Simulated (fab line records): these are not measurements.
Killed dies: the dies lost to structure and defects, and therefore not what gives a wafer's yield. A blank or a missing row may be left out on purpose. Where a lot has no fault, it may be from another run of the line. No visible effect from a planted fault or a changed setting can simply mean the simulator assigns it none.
2 desks looking at one fault || flow sky130 || each desk has only its own numbers; what lay behind them comes last

## FROM THE METROLOGY DESK
Means of the sampled wafers that have a number, per lot and without regard to the tool the lot ran on: this is what the gauges read. If a lot's mean is further than 4 standard deviations from the usual mean, the lot is out of limits and carries the mark OUT (the distance appears in the brackets).
Columns: A = FIELD_ISO_OXIDATION_01_THK at SKY_FIELD_ISO_THK_MEAS_23, usual 8.96 nm; B = NWELL_OXIDATION_THK at SKY_NWELL_THK_MEAS_02, usual 9.92 nm; C = NWELL_TW at SKY_NWELL_TW_MEAS_15, usual 1833; D = NWELL_RS at SKY_NWELL_RS_MEAS_29, usual 622.9 ohm/sq
{"lot": "L309", "first seen here": "day 2 05:29", "A": 9.27, "B": 10.19, "C": 1845, "D": 623.8}
{"lot": "L310", "first seen here": "day 2 12:52", "A": 8.83, "B": 10.01, "C": 1854, "D": 620.9}
{"lot": "L311", "first seen here": "day 2 18:17", "A": 8.49, "B": 10.00, "C": 1840, "D": 619.7}
{"lot": "L314", "first seen here": "day 3 12:27", "A": 9.07, "B": 10.15, "C": 1805, "D": 624.0}
{"lot": "L317", "first seen here": "day 4 02:05", "A": 9.09, "B": 9.84, "C": 1822, "D": 622.1}
{"lot": "L318", "first seen here": "day 4 06:16", "A": 9.08, "B": 9.80, "C": "1926 (+6.2) OUT", "D": "582.1 (-19) OUT"}
{"lot": "L319", "first seen here": "day 4 10:20", "A": 9.11, "B": 9.69, "C": 1818, "D": 622.5}
{"lot": "L320", "first seen here": "day 4 17:18", "A": 8.99, "B": 10.27, "C": 1842, "D": 622.0}
{"lot": "L323", "first seen here": "day 5 07:35", "A": 8.96, "B": 9.92, "C": 1880, "D": "582.6 (-18) OUT"}
{"lot": "L326", "first seen here": "day 6 05:02", "A": 8.75, "B": 9.83, "C": 1816, "D": 622.1}
{"lot": "L331", "first seen here": "day 7 00:41", "A": 8.70, "B": 9.91, "C": 1817, "D": 625.7}
{"lot": "L332", "first seen here": "day 7 05:49", "A": 8.83, "B": 10.05, "C": 1812, "D": 626.4}
This desk reports L318, L323 out of limits; the earliest was L318 at day 6 18:03 (NWELL_TW at SKY_NWELL_TW_MEAS_15). In limits: L309, L310, L311, L314, L317, L319, L320, L326, L331, L332.

## FOR THE TOOL OWNER'S DESK: implanter-03
SKY_NWELL_IMPLANT_11, tool's own readings: per-lot mean of the sampled wafers with a number, covering each lot this tool ran. If a lot's mean is further than 4 standard deviations from the usual mean, the lot is out of limits and carries the mark OUT (the distance appears in the brackets).
Columns: A = doseIonsCm2 at SKY_NWELL_IMPLANT_11, usual 1.9e+13; B = faradayCurrentUA at SKY_NWELL_IMPLANT_11, usual 106.9
{"lot": "L317", "first seen here": "day 6 14:20", "A": 1.9e+13, "B": 104.2}
{"lot": "L318", "first seen here": "day 6 17:30", "A": "2.1e+13 (+99 or more) OUT", "B": "119.9 (+6.5) OUT"}
{"lot": "L323", "first seen here": "day 7 23:30", "A": "2.1e+13 (+99 or more) OUT", "B": "120.3 (+6.7) OUT"}
Finding of this desk: L318, L323 out of limits; the first was L318 at day 6 17:30, on doseIonsCm2 at SKY_NWELL_IMPLANT_11. In limits: L317.

## ALL TOGETHER
The tool owner's desk had the chance to raise an alarm at day 6 17:30 on L318, L323.
On L318, L323, the metrology desk was in a position to raise an alarm at day 6 18:03.
SKY_NWELL_IMPLANT_11 was run on implanter-03 by each of the lots named.

## WHAT HAD BEEN PUT IN BY THE SIMULATOR
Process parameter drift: implanter-03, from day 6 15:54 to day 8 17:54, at SKY_NWELL_IMPLANT_11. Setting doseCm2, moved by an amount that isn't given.
Shown lots that were struck: L318, L323.
Time in hours from fault onset to the first out-of-limits reading at each desk: tool owner's desk 2, metrology desk 2.
